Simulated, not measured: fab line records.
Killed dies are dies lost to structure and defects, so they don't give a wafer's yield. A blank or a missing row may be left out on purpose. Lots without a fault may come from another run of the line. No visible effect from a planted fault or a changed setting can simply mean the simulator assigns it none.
Chamber matching :: flow gf180mcu :: wetBench-04 running GF_V2_STRIP_19: 3 sister chambers
The step strips in post etch residue remover, time 1200 s. 14 wafers are shown with their chamber, then 4 later ones without.

== WAFERS WITH THEIR CHAMBER ==
wafer: L639.1
chamber: 3
bathGuardTempC (C): 72.7

wafer: L639.4
chamber: 3
bathGuardTempC (C): 72.6

wafer: L639.5
chamber: 3
bathGuardTempC (C): 72.3

wafer: L642.2
chamber: 3
bathGuardTempC (C): 72.7

wafer: L642.3
chamber: 3
bathGuardTempC (C): 72.8

wafer: L642.5
chamber: 3
bathGuardTempC (C): 72.3

wafer: L644.1
chamber: 1
bathGuardTempC (C): 72.7

wafer: L644.3
chamber: 1
bathGuardTempC (C): 72.6

wafer: L644.5
chamber: 1
bathGuardTempC (C): 72.7

wafer: L645.1
chamber: 0
bathGuardTempC (C): 73.4

wafer: L645.2
chamber: 0
bathGuardTempC (C): 73.1

wafer: L645.3
chamber: 0
bathGuardTempC (C): 73.4

wafer: L652.3
chamber: 0
bathGuardTempC (C): 73.3

wafer: L652.5
chamber: 0
bathGuardTempC (C): 73.3

SIGNATURES (means of the wafers above)
reading: bathGuardTempC
chamber 0: 73.300
chamber 1: 72.667
chamber 3: 72.567
scatter within a chamber: 0.165
Rule: a wafer's distance from a chamber is the root of the sum, over the readings, of the square of ((its reading less the chamber's mean) divided by the reading's scatter). The wafer belongs to the nearest chamber; if the next one is less than 2 further off, it can't be placed. The scatter: the root of (the sum of the squares of (reading less its chamber's mean) over the shown wafers, divided by (wafers less chambers)).

== WAFERS WITHOUT THEIR CHAMBER ==
wafer: L652.6
bathGuardTempC (C): 73.2

wafer: L654.1
bathGuardTempC (C): 72.7

wafer: L654.2
bathGuardTempC (C): 72.8

wafer: L654.5
bathGuardTempC (C): 72.6

== CHAMBER TAKEN BY EACH ==
wafer: L652.6
from the rows above: 0
in truth: 0

wafer: L654.1
from the rows above: can't be placed: 1 or 3
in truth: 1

wafer: L654.2
from the rows above: can't be placed: 1 or 3
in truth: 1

wafer: L654.5
from the rows above: can't be placed: 3 or 1
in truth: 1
1 of 4 placed correctly. Can't be placed from these rows: 3 (the true chamber is among the candidates in 3). Wrongly placed: 0.
